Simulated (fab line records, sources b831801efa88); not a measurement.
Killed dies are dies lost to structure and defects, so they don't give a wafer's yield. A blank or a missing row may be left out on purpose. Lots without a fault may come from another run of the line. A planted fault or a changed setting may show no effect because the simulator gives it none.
Which tool did it? | flow sky130 | 24 lots, 72 wafers sampled, at 6 steps of a route of 708

WHAT THE GAUGES READ, wafer by wafer
SKY_VT_ADJUST_LVTN_OVL_MEAS_07. Usual: VT_ADJUST_LVTN_OVL 0.0 nm, standard deviation 1.
lot  | measured     | on         | VT_ADJUST_LVTN_OVL (nm) | flag
L074 | day 6 23:54  | overlay-01 | 1.6 0.3 -0.1            |
L075 | day 7 08:32  | overlay-02 | 1.1 1.2 0.8             |
L077 | day 7 15:50  | overlay-01 | 0.2 -1.0 0.0            |
L076 | day 7 15:57  | overlay-02 | 1.8 2.4 1.6             |
L078 | day 7 20:38  | overlay-01 | 1.5 0.7 1.2             |
L079 | day 8 05:50  | overlay-01 | 0.2 -0.1 0.9            |
L080 | day 8 15:21  | overlay-02 | 0.3 -0.2 -0.3           |
L081 | day 8 18:20  | overlay-02 | 0.9 -0.1 0.3            |
L082 | day 8 23:47  | overlay-02 | 1.0 2.0 1.4             |
L083 | day 9 07:14  | overlay-01 | -0.7 -1.3 -1.5          |
L084 | day 9 14:47  | overlay-01 | -0.1 -1.4 -1.2          |
L085 | day 9 18:26  | overlay-02 | -0.1 -1.0 0.2           |
L086 | day 10 01:47 | overlay-01 | -0.8 -0.7 0.2           |
L087 | day 10 09:00 | overlay-01 | -0.3 0.2 -1.3           |
L088 | day 10 12:38 | overlay-01 | 1.0 0.2 1.5             |
L089 | day 10 22:20 | overlay-02 | 1.4 0.2 1.4             |
L090 | day 11 02:56 | overlay-02 | 0.2 0.3 -0.8            |
L091 | day 11 09:51 | overlay-01 | 0.8 -0.5 -2.3           |
L092 | day 11 16:59 | overlay-02 | 0.6 0.3 -0.6            |
L093 | day 11 22:41 | overlay-01 | -0.6 -1.6 0.0           |
L094 | day 12 16:44 | overlay-01 | -2.6 0.1 -1.6           |
L095 | day 13 10:26 | overlay-01 | -1.6 -0.9 -3.0          |
L096 | day 13 10:59 | overlay-02 | 1.6 2.7 1.4             |
L097 | day 13 13:09 | overlay-01 | -0.2 -1.6 -0.7          |

SKY_SONOS_ONO_THK_MEAS_05. Usual: SONOS_ONO_CVD_04_THK 5.71 nm, standard deviation 0.09.
lot  | measured     | on            | SONOS_ONO_CVD_04_THK (nm) | flag
L074 | day 11 19:50 | film_metro-01 | 5.57 5.60 5.60            |
L075 | day 12 08:23 | film_metro-01 | 5.75 5.76 5.74            |
L077 | day 12 08:23 | film_metro-04 | 5.79 5.76 5.76            |
L076 | day 12 15:04 | film_metro-04 | 5.69 5.72 5.73            |
L078 | day 12 15:03 | film_metro-02 | 5.73 5.84 5.58            |
L079 | day 13 05:13 | film_metro-04 | 5.65 5.68 5.64            |
L080 | day 13 18:15 | film_metro-02 | 5.80 5.76 5.77            |
L081 | day 13 18:14 | film_metro-04 | 5.74 5.73 5.71            |
L082 | day 14 06:19 | film_metro-01 | 5.68 5.80 5.60            |
L083 | day 14 06:19 | film_metro-04 | 5.90 5.85 5.65            |
L084 | day 14 16:33 | film_metro-04 | 5.88 5.81 5.93            |
L085 | day 14 21:11 | film_metro-01 | 5.69 5.87 5.79            |
L086 | day 15 02:52 | film_metro-01 | 5.77 5.78 5.84            |
L087 | day 15 10:04 | film_metro-02 | 5.84 5.79 5.67            |
L088 | day 15 16:52 | film_metro-02 | 5.64 5.65 5.55            |
L089 | day 16 10:26 | film_metro-02 | 5.68 5.86 5.73            |
L090 | day 16 13:19 | film_metro-04 | 5.79 5.67 5.75            |
L091 | day 16 23:34 | film_metro-01 | 5.69 5.56 5.67            |
L092 | day 17 08:23 | film_metro-02 | 5.76 5.72 5.71            |
L093 | day 17 14:34 | film_metro-02 | 5.61 5.71 5.69            |
L094 | day 18 13:06 | film_metro-01 | 5.80 5.80 5.87            |
L095 | day 19 10:31 | film_metro-02 | 5.57 5.55 5.59            |
L096 | day 19 11:53 | film_metro-01 | 5.69 5.70 5.62            |
L097 | day 19 14:17 | film_metro-01 | 5.70 5.66 5.72            |

SKY_CONTACT_RS_MEAS_25: measures by four-point-probe. Usual: CONTACT_W_RS 0.336 ohm/sq, standard deviation 0.0032.
lot  | measured     | on            | CONTACT_W_RS (ohm/sq) | flag
L074 | day 31 20:55 | film_metro-04 | 0.334 0.343 0.337     |
L075 | day 32 14:32 | film_metro-02 | 0.338 0.335 0.338     |
L077 | day 32 11:59 | film_metro-01 | 0.336 0.341 0.337     |
L076 | day 32 09:50 | film_metro-04 | 0.336 0.334 0.332     |
L078 | day 32 15:43 | film_metro-04 | 0.332 0.332 0.331     |
L079 | day 33 10:47 | film_metro-01 | 0.330 0.334 0.333     |
L080 | day 33 17:47 | film_metro-02 | 0.337 0.339 0.337     |
L081 | day 33 20:04 | film_metro-01 | 0.335 0.332 0.333     |
L082 | day 34 02:51 | film_metro-02 | 0.340 0.341 0.340     |
L083 | day 34 06:25 | film_metro-04 | 0.329 0.335 0.335     |
L084 | day 34 12:41 | film_metro-02 | 0.332 0.336 0.333     |
L085 | day 34 20:33 | film_metro-02 | 0.329 0.334 0.333     |
L086 | day 35 05:17 | film_metro-04 | 0.334 0.333 0.330     |
L087 | day 35 08:02 | film_metro-02 | 0.336 0.332 0.330     |
L088 | day 35 13:02 | film_metro-02 | 0.331 0.340 0.334     |
L089 | day 36 05:32 | film_metro-04 | 0.336 0.337 0.333     |
L090 | day 36 08:49 | film_metro-02 | 0.337 0.333 0.345     |
L091 | day 36 18:52 | film_metro-04 | 0.335 0.341 0.335     |
L092 | day 37 02:41 | film_metro-04 | 0.339 0.340 0.332     |
L093 | day 37 07:40 | film_metro-02 | 0.335 0.336 0.331     |
L094 | day 38 01:25 | film_metro-02 | 0.337 0.333 0.335     |
L095 | day 38 15:57 | film_metro-02 | 0.338 0.336 0.333     |
L096 | day 38 20:33 | film_metro-01 | 0.337 0.343 0.341     |
L097 | day 38 18:58 | film_metro-04 | 0.337 0.334 0.337     |

SKY_METAL3_OVL_MEAS_14. Usual: METAL3_OVL -2 nm, standard deviation 5.3.
lot  | measured     | on         | METAL3_OVL (nm) | flag
L074 | day 38 16:58 | overlay-01 | -5 -6 -4        |
L075 | day 39 08:16 | overlay-02 | 3 1 -1          |
L077 | day 39 05:18 | overlay-01 | -16 -5 -13      |
L076 | day 39 03:07 | overlay-02 | 8 0 0           |
L078 | day 39 09:18 | overlay-02 | 0 -5 3          |
L079 | day 40 02:27 | overlay-01 | 3 1 -3          |
L080 | day 40 10:01 | overlay-01 | -2 6 3          |
L081 | day 40 12:25 | overlay-01 | -7 -1 -4        |
L082 | day 40 17:14 | overlay-02 | -1 0 4          |
L083 | day 40 20:22 | overlay-01 | 0 6 5           |
L084 | day 41 03:54 | overlay-02 | -5 -3 0         |
L085 | day 41 10:37 | overlay-02 | 7 6 1           |
L086 | day 41 19:12 | overlay-02 | -7 -8 -8        |
L087 | day 41 21:13 | overlay-01 | -12 -9 -7       |
L088 | day 42 01:45 | overlay-01 | 5 6 8           |
L089 | day 42 17:37 | overlay-01 | -11 -4 -5       |
L090 | day 42 20:01 | overlay-02 | -3 -5 -4        |
L091 | day 43 04:19 | overlay-01 | 3 6 4           |
L092 | day 43 10:27 | overlay-01 | -6 -3 -3        |
L093 | day 43 15:36 | overlay-01 | -9 -14 -10      |
L094 | day 44 06:45 | overlay-01 | -9 -9 -8        |
L095 | day 44 22:31 | overlay-02 | 7 4 5           |
L096 | day 44 23:09 | overlay-01 | -6 -4 -11       |
L097 | day 44 22:49 | overlay-02 | 0 -4 -10        |

SKY_METAL5_RS_MEAS_05: measures by four-point-probe. Usual: METAL5_ALCU_RS 0.02703 ohm/sq, standard deviation 0.00028.
lot  | measured     | on            | METAL5_ALCU_RS (ohm/sq) | flag
L074 | day 42 22:48 | film_metro-02 | 0.02693 0.02709 0.02709 |
L075 | day 43 12:55 | film_metro-04 | 0.02727 0.02709 0.02704 |
L077 | day 43 10:55 | film_metro-02 | 0.02674 0.02694 0.0272  |
L076 | day 43 09:02 | film_metro-02 | 0.02693 0.02691 0.02713 |
L078 | day 43 14:16 | film_metro-03 | 0.02669 0.0265 0.02671  |
L079 | day 44 06:56 | film_metro-02 | 0.02711 0.02698 0.02698 |
L080 | day 44 13:14 | film_metro-04 | 0.02716 0.02709 0.02689 |
L081 | day 44 15:19 | film_metro-03 | 0.02753 0.02755 0.02733 |
L082 | day 44 19:41 | film_metro-03 | 0.02746 0.02724 0.02706 |
L083 | day 44 23:28 | film_metro-04 | 0.0265 0.02654 0.02679  |
L084 | day 45 05:07 | film_metro-04 | 0.02675 0.02688 0.02683 |
L085 | day 45 10:52 | film_metro-02 | 0.02682 0.02702 0.02675 |
L086 | day 45 20:51 | film_metro-02 | 0.0274 0.02731 0.02753  |
L087 | day 45 21:12 | film_metro-03 | 0.02682 0.02687 0.02699 |
L088 | day 46 01:16 | film_metro-02 | 0.02694 0.02708 0.0268  |
L089 | day 46 16:35 | film_metro-03 | 0.02682 0.02701 0.02737 |
L090 | day 46 18:41 | film_metro-02 | 0.0271 0.02738 0.02751  |
L091 | day 47 03:05 | film_metro-02 | 0.02698 0.02675 0.02681 |
L092 | day 47 05:47 | film_metro-03 | 0.02713 0.02716 0.02696 |
L093 | day 47 10:55 | film_metro-02 | 0.02695 0.02719 0.02757 |
L094 | day 48 01:11 | film_metro-02 | 0.02666 0.02675 0.027   |
L095 | day 48 14:13 | film_metro-02 | 0.02733 0.02716 0.02734 |
L096 | day 48 15:12 | film_metro-03 | 0.02696 0.02684 0.02691 |
L097 | day 48 14:57 | film_metro-02 | 0.02747 0.0274 0.02712  |

WHICH TOOL RAN EACH LOT (tool, then ch and the chambers of the sampled wafers, then the start)
lot  | SKY_METAL3_SPUTTER_00
L074 | pvd_sputter-02, day 36 12:42
L075 | pvd_sputter-04, day 37 05:43
L077 | pvd_sputter-02, day 37 01:31
L076 | pvd_sputter-02, day 37 01:16
L078 | pvd_sputter-02, day 37 06:25
L079 | pvd_sputter-02, day 38 00:22
L080 | pvd_sputter-02, day 38 08:27
L081 | pvd_sputter-02, day 38 10:45
L082 | pvd_sputter-03, day 38 15:46
L083 | pvd_sputter-03, day 38 19:40
L084 | pvd_sputter-02, day 39 02:04
L085 | pvd_sputter-04, day 39 08:43
L086 | pvd_sputter-04, day 39 18:08
L087 | pvd_sputter-04, day 39 20:46
L088 | pvd_sputter-02, day 40 01:23
L089 | pvd_sputter-04, day 40 16:40
L090 | pvd_sputter-02, day 40 18:58
L091 | pvd_sputter-04, day 41 05:02
L092 | pvd_sputter-04, day 41 11:40
L093 | pvd_sputter-02, day 41 16:39
L094 | pvd_sputter-02, day 42 08:27
L095 | pvd_sputter-02, day 43 00:28
L096 | pvd_sputter-03, day 43 02:01
L097 | pvd_sputter-03, day 43 01:09
- SKY_METAL3_SPUTTER_00: material Ti, target thk 15 nm, time 10 s.

WHAT THE TOOLS THEMSELVES READ (means of the sampled wafers that have a number; where no wafer has one, the mark that the record gives instead)
SKY_METAL3_SPUTTER_00. Usual: throttle_valve_pct 30.0 %, standard deviation 1.1.
lot  | tool           | throttle_valve_pct (%) | flag
L074 | pvd_sputter-02 | 28.8                   |
L075 | pvd_sputter-04 | 30.5                   |
L077 | pvd_sputter-02 | 29.8                   |
L076 | pvd_sputter-02 | 29.7                   |
L078 | pvd_sputter-02 | 29.9                   |
L079 | pvd_sputter-02 | 29.8                   |
L080 | pvd_sputter-02 | 30.2                   |
L081 | pvd_sputter-02 | 30.6                   |
L082 | pvd_sputter-03 | 29.7                   |
L083 | pvd_sputter-03 | 29.7                   |
L084 | pvd_sputter-02 | 29.8                   |
L085 | pvd_sputter-04 | 30.3                   |
L086 | pvd_sputter-04 | 30.4                   |
L087 | pvd_sputter-04 | 30.9                   |
L088 | pvd_sputter-02 | 29.1                   |
L089 | pvd_sputter-04 | 30.3                   |
L090 | pvd_sputter-02 | 30.8                   |
L091 | pvd_sputter-04 | 30.3                   |
L092 | pvd_sputter-04 | 30.0                   |
L093 | pvd_sputter-02 | 29.9                   |
L094 | pvd_sputter-02 | 28.9                   |
L095 | pvd_sputter-02 | 31.0                   |
L096 | pvd_sputter-03 | 29.2                   |
L097 | pvd_sputter-03 | 31.2                   |

THE ANSWER, worked out from the rows above alone
Rule: a lot is off if the mean of its wafers that have a number lies more than 3 standard deviations from the usual mean. A lot without any number at a reading at which 4 lots or more have one is off too. The other lots that the step has rows for count as sound. The gauges are gone through in route order, then the tools' own readings, and for those a lot's mean is taken as printed above. The first step at which some lot is off is used, and at that step the reading that is off furthest; a lot without a number counts as furthest.
No lot is off at any reading shown: from this, nothing can be told.

WHAT THE SIMULATOR HAD PUT IN
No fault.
